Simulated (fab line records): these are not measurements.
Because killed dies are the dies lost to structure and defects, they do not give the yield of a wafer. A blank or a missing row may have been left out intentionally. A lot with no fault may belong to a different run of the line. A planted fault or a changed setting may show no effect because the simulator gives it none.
Comparing a struck lot with a sound one | flow sky130 | 44 steps out of a route of 708
Sound: the wafers L242.1, L242.4, L242.6. Wafers L256.1, L256.2, L256.5 were the ones struck. The cause is named last.
For every step that has rows: the tool of each side, followed by ch and its chambers, followed by its first start. Under that, the readings that differ: sound wafers | struck wafers | difference of the means | sigmas: that difference in standard deviations of wafers without a fault.
alike: words and numbers the same on both sides, and readings whose means are apart by under 2 such deviations; not compared: readings that were withheld, readings missing a value for some wafer, numbers with overlapping values and no deviation given by the record, and bounds like >300 which may hide the same value.
A row with sigmas, a row that says differs or no value, or rows on one side alone: a step with any of these is where the two part. Non-overlapping numbers with no deviation appear without sigmas and do not part them. Lack of a reading on every wafer of one side parts them only where that side has two or more wafers.

first, 5 steps without rows for these wafers: SKY_GATE_OXIDE_COAT_05 (resist thk 1140 nm); SKY_GATE_OXIDE_SOFTBAKE_06 (time 60 s); SKY_GATE_OXIDE_EXPOSE_07 (exposes mask LVOM, target cd 600 nm); SKY_GATE_OXIDE_PEB_08; SKY_GATE_OXIDE_DEVELOP_09 (develop time 60 s).
SKY_GATE_OXIDE_OVL_MEAS_10:
  sound on overlay-02, day 13 10:28; struck on overlay-01, day 18 16:20
  alike: GATE_OXIDE_OVL
then, 2 steps without rows for these wafers: SKY_GATE_OXIDE_IMPLANT_11; SKY_GATE_OXIDE_WET_ETCH_12 (etches SiO2 in dHF, target depth 16.8 nm, time 336 s).
SKY_GATE_OXIDE_STRIP_13: strips in O2/N2.
  sound on plasma_asher-01 ch 0,1, day 13 10:46; struck on plasma_asher-01 ch 0,1, day 18 16:37
  alike: drypump_motor_current_A, oes_product_au, strip_time_to_endpoint_s
  not compared: rf_hours_counter_h
SKY_GATE_OXIDE_TW_MEAS_14:
  sound on film_metro-02, day 13 10:52; struck on film_metro-02, day 18 16:43
  alike: GATE_OXIDE_TW
then, 2 steps without rows for these wafers: SKY_GATE_OXIDE_CLEAN_15 (cleans in SC1/SC2, time 150 s); SKY_GATE_OXIDE_OXIDATION_16 (stabilise 600 s, purge 300 s, target thk 3.57 nm).
-- record jumps: 5 days separate the struck wafers' starts on either side; left off in module GATE_OXIDE, taken up again in module POLY_GATE, whose first shown step is the route's number 204 --
SKY_POLY_GATE_CVD_00: deposits poly-Si, target thk 180 nm, time 720 s.
  sound on lpcvd-01 ch 0, day 13 14:05; struck on lpcvd-01 ch 1, day 23 23:36
SKY_POLY_GATE_THK_MEAS_01:
  sound on film_metro-03, day 13 15:17; struck on film_metro-02, day 24 00:52
  alike: POLY_GATE_CVD_00_THK
then, 8 steps without rows for these wafers: SKY_RES_PROTECT_DEHYDRATE_00 (time 60 s); SKY_RES_PROTECT_HMDS_01 (prime time 60 s); SKY_RES_PROTECT_COAT_02 (resist thk 1140 nm); SKY_RES_PROTECT_SOFTBAKE_03 (time 60 s); SKY_RES_PROTECT_EXPOSE_04 (exposes mask RPM, target cd 1270 nm); SKY_RES_PROTECT_PEB_05; SKY_RES_PROTECT_DEVELOP_06 (develop time 60 s); SKY_POLY_GATE_IMPLANT_02.
SKY_RES_PROTECT_STRIP_07: strips in O2/N2.
  sound on plasma_asher-03 ch 0,1, day 14 16:25; struck on plasma_asher-03 ch 0,1, day 25 07:11
  alike: drypump_motor_current_A, oes_product_au, strip_time_to_endpoint_s
  not compared: rf_hours_counter_h
SKY_RES_PROTECT_TW_MEAS_08:
  sound on film_metro-02, day 14 16:31; struck on film_metro-02, day 25 07:17
  alike: POLY_GATE_TW
then, 2 steps without rows for these wafers: SKY_RES_PROTECT_CLEAN_09 (cleans in SC1/SC2, time 150 s); SKY_POLY_GATE_CVD_03 (deposits Si3N4 from DCS/NH3, target thk 75 nm, time 1290 s).
SKY_POLY_GATE_THK_MEAS_04:
  sound on film_metro-01, day 14 17:59; struck on film_metro-02, day 25 08:44
  alike: POLY_GATE_CVD_03_THK
then, 8 steps without rows for these wafers: SKY_POLY_GATE_DEHYDRATE_05 (time 60 s); SKY_POLY_GATE_HMDS_06 (prime time 60 s); SKY_POLY_GATE_COAT_07 (resist thk 110 nm); SKY_POLY_GATE_COAT_08 (resist thk 450 nm); SKY_POLY_GATE_SOFTBAKE_09 (time 90 s); SKY_POLY_GATE_EXPOSE_10 (exposes mask P1M, target cd 150 nm); SKY_POLY_GATE_PEB_11; SKY_POLY_GATE_DEVELOP_12 (develop time 60 s).
SKY_POLY_GATE_CD_MEAS_13: the cd target is 150 nm.
  sound on cd_sem-02, day 15 19:42; struck on cd_sem-02, day 26 15:52
  alike: cd_nm
SKY_POLY_GATE_OVL_MEAS_14:
  sound on overlay-02, day 15 19:49; struck on overlay-01, day 26 15:59
  alike: POLY_GATE_OVL
SKY_POLY_GATE_ETCH_15: etches BARC in N2/H2, stops on SiO2, time 118.5 s, target depth 110 nm.
  sound on rie_diel-01 ch 0,2, day 15 19:51; struck on rie_diel-04 ch 0,1,3, day 26 16:01
  alike: drypump_motor_current_A, oes_product_au, throttle_valve_pct
  not compared: rf_hours_counter_h
SKY_POLY_GATE_ETCH_16: etches Si3N4 in CH3F/O2, stops on poly-Si, time 147.5 s, target depth 75 nm.
  sound on rie_diel-01 ch 0,2, day 15 19:56; struck on rie_diel-04 ch 0,1,3, day 26 16:06
  alike: drypump_motor_current_A, oes_product_au, throttle_valve_pct
  not compared: rf_hours_counter_h
SKY_POLY_GATE_ETCH_17: etches poly-Si in HBr/Cl2, stops on SiO2, target depth 180 nm, time 70.5 s.
  sound on rie_si-02 ch 1,3, day 15 20:02; struck on rie_si-01 ch 1,3, day 26 16:12
  alike: drypump_motor_current_A, oes_product_au, throttle_valve_pct
  not compared: rf_hours_counter_h
then, 2 steps without rows for these wafers: SKY_POLY_GATE_STRIP_18 (strips in O2/N2); SKY_POLY_GATE_CLEAN_19 (cleans in SC1/SC2, time 150 s).
SKY_POLY_GATE_OXIDATION_20: stabilise 600 s, purge 300 s, target thk 4 nm.
  sound on furnace-02 ch 0, day 15 23:21; struck on furnace-02 ch 0, day 26 16:25
  reading                                          | sound           | struck           | difference | sigmas
  model.SiO2_of_POLY_GATE_OXIDATION_20.thk_nm (nm) | 4.14 4.115 4.15 | 3.93 3.943 3.982 | -0.18      |
-- record jumps: 27 days separate the struck wafers' starts on either side; left off in module POLY_GATE, taken up again in module PAD_OPEN, whose first shown step is the route's number 708 --
SKY_PAD_OPEN_PROBE_99:
  sound on prober-01, day 45 12:15; struck on prober-01, day 54 04:00
  reading                                   | sound             | struck            | difference | sigmas
  model.etest.cap_ono.gate_bv_v (V)         | 16.45 16.26 16.58 | 16.21 16.16 15.54 | -0.46      |
  model.etest.cap_thick_oxide.gate_bv_v (V) | 15.57 15.85 15.88 | 15.26 14.59 14.47 | -0.99      |
  alike: killed_at_M0_to_M3, killed_at_M4_up, killed_at_contacts, killed_at_front_end, killed_at_other, killed_dies, killed_open, killed_short
  not compared: model.etest.cap_thin_oxide.gate_bv_v

== WHERE THEY PART ==
Nowhere in this record.

WHY: whatever the simulator had introduced
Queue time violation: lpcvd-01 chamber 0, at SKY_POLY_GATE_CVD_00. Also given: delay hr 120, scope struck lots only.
